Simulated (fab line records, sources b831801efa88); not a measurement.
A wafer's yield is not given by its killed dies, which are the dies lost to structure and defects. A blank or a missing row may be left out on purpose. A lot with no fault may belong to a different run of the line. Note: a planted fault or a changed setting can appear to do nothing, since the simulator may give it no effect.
What tool caused it?    flow gf180mcu    12 lots, 36 wafers sampled, at 4 steps of a route of 602

== WHAT THE GAUGES SHOWED, per wafer ==
GF_V1_THK_MEAS_03.
lot   measured      on             V1_CVD_02_THK (nm)
L960  day 18 15:11  film metro-01  835 833 855
L962  day 19 05:43  film metro-01  828 849 846
L967  day 21 01:17  film metro-02  828 842 850
L968  day 21 05:31  film metro-02  654 837 861
L969  day 21 19:26  film metro-01  676 847 866
L970  day 22 03:26  film metro-02  847 851 846
L971  day 22 13:12  film metro-01  835 856 858
L972  day 22 19:52  film metro-02  837 830 858
L976  day 24 02:42  film metro-04  838 814 848
L978  day 24 18:24  film metro-01  824 827 859
L979  day 24 21:51  film metro-04  839 862 871
L980  day 25 09:11  film metro-01  823 821 835

== EACH LOT AND THE TOOL THAT RAN IT (in order: tool; ch and the chambers of the sampled wafers; start) ==
lot   GF_CONTACT_CMP_04              GF_CONTACT_CVD_24              GF_V1_CVD_02
L960  cmp-01 ch 0,1, day 16 14:47    cvd w-01 ch 0,1, day 17 14:48  pecvd-02 ch 0,1, day 18 15:07
L962  cmp-01 ch 2,3, day 17 02:52    cvd w-02 ch 0, day 18 03:28    pecvd-03 ch 1,2, day 19 05:38
L967  cmp-01 ch 1,2,3, day 18 21:07  cvd w-02 ch 0,1, day 19 22:33  pecvd-03 ch 0,2, day 21 01:11
L968  cmp-01 ch 0,2, day 19 02:10    cvd w-02 ch 0,1, day 20 03:31  pecvd-03 ch 0,1,2, day 21 05:26
L969  cmp-01 ch 0,1,2, day 19 15:38  cvd w-02 ch 0, day 20 16:38    pecvd-03 ch 0,1,2, day 21 19:22
L970  cmp-02 ch 0,1, day 19 23:40    cvd w-02 ch 0,1, day 21 01:35  pecvd-04 ch 0,2, day 22 03:23
L971  cmp-01 ch 0,3, day 20 09:56    cvd w-01 ch 0,1, day 21 11:20  pecvd-02 ch 0,1, day 22 13:07
L972  cmp-01 ch 0,2,3, day 20 17:45  cvd w-01 ch 0,1, day 21 19:10  pecvd-04 ch 0,1, day 22 19:47
L976  cmp-01 ch 0,1,3, day 22 02:00  cvd w-02 ch 0,1, day 23 02:28  pecvd-04 ch 0,2, day 24 02:38
L978  cmp-01 ch 0,2,3, day 22 19:05  cvd w-01 ch 0,1, day 23 18:54  pecvd-04 ch 0,1,2, day 24 18:19
L979  cmp-02 ch 0,2, day 22 22:45    cvd w-01 ch 0,1, day 23 22:29  pecvd-03 ch 1,2, day 24 21:47
L980  cmp-01 ch 1,2,3, day 23 11:22  cvd w-01 ch 0,1, day 24 08:55  pecvd-02 ch 1,2, day 25 09:07
- GF_CONTACT_CMP_04: polishes SiO2.
- GF_CONTACT_CVD_24: deposits W, target thk 300 nm, time 90.339 s.
- GF_V1_CVD_02: deposits SiO2 from TEOS, target thk 850 nm, time 94.851 s.

== WHAT THE TOOLS THEMSELVES READ (means of the sampled wafers that have a number; where no wafer has one, the mark that the record gives instead) ==
GF_CONTACT_CMP_04.
lot   tool    motor current A (A)  time to endpoint s (s)
L960  cmp-01  10.3                 108
L962  cmp-01  12.2                 115
L967  cmp-01  11.9                 118
L968  cmp-01  11.6                 117
L969  cmp-01  11.0                 119
L970  cmp-02  12.1                 105
L971  cmp-01  10.4                 114
L972  cmp-01  11.7                 113
L976  cmp-01  11.4                 115
L978  cmp-01  11.4                 113
L979  cmp-02  12.3                 107
L980  cmp-01  11.3                 119

GF_CONTACT_CVD_24.
lot   tool      heater power w (W)  susceptor temp C (C)
L960  cvd w-01  879                 400.00
L962  cvd w-02  953                 399.84
L967  cvd w-02  921                 400.04
L968  cvd w-02  945                 399.93
L969  cvd w-02  970                 399.66
L970  cvd w-02  935                 399.83
L971  cvd w-01  944                 399.96
L972  cvd w-01  873                 399.92
L976  cvd w-02  936                 399.98
L978  cvd w-01  888                 400.02
L979  cvd w-01  901                 400.10
L980  cvd w-01  934                 399.97

GF_V1_CVD_02.
lot   tool      heater power w (W)  susceptor temp C (C)
L960  pecvd-02  740                 400.00
L962  pecvd-03  714                 399.89
L967  pecvd-03  614                 399.87
L968  pecvd-03  639                 399.80
L969  pecvd-03  612                 400.21
L970  pecvd-04  669                 399.94
L971  pecvd-02  739                 400.10
L972  pecvd-04  624                 400.14
L976  pecvd-04  702                 399.77
L978  pecvd-04  708                 399.98
L979  pecvd-03  651                 400.03
L980  pecvd-02  747                 400.17

== THE ANSWER, worked out from the rows above alone ==
Rule: usual is defined by the lots themselves. The widest of any qualifying gaps counts: lots, ordered by their means at a reading, are off when they make up no more than a third of the lots, leave a main group of 4 or more, and stand apart from it by 3 or more times the standard deviation of that group's means. A main group whose means are all the same, to the digits that the tables above print for the reading, isn't used. Also off: a lot with no number at a reading for which 4 or more lots have one. All remaining lots with rows at the step are treated as sound. After the gauges, taken in route order, come the tools' own readings; for these a lot's mean is taken, as printed above. The first step at which some lot is off is used, and at that step the reading that is off furthest; a lot without a number counts as furthest.
Off: L968, L969, seen at GF_V1_THK_MEAS_03 (V1_CVD_02_THK). The main group has a mean of 842 nm with a standard deviation of 8.3.
A tool fits if, at a process step before that reading, it ran every lot that is off, and no sound lot after the first of them. Gauges at GF_V1_THK_MEAS_03: tried the same way as those tools. None of those tried fits.

== WHAT WAS PUT IN BY THE SIMULATOR ==
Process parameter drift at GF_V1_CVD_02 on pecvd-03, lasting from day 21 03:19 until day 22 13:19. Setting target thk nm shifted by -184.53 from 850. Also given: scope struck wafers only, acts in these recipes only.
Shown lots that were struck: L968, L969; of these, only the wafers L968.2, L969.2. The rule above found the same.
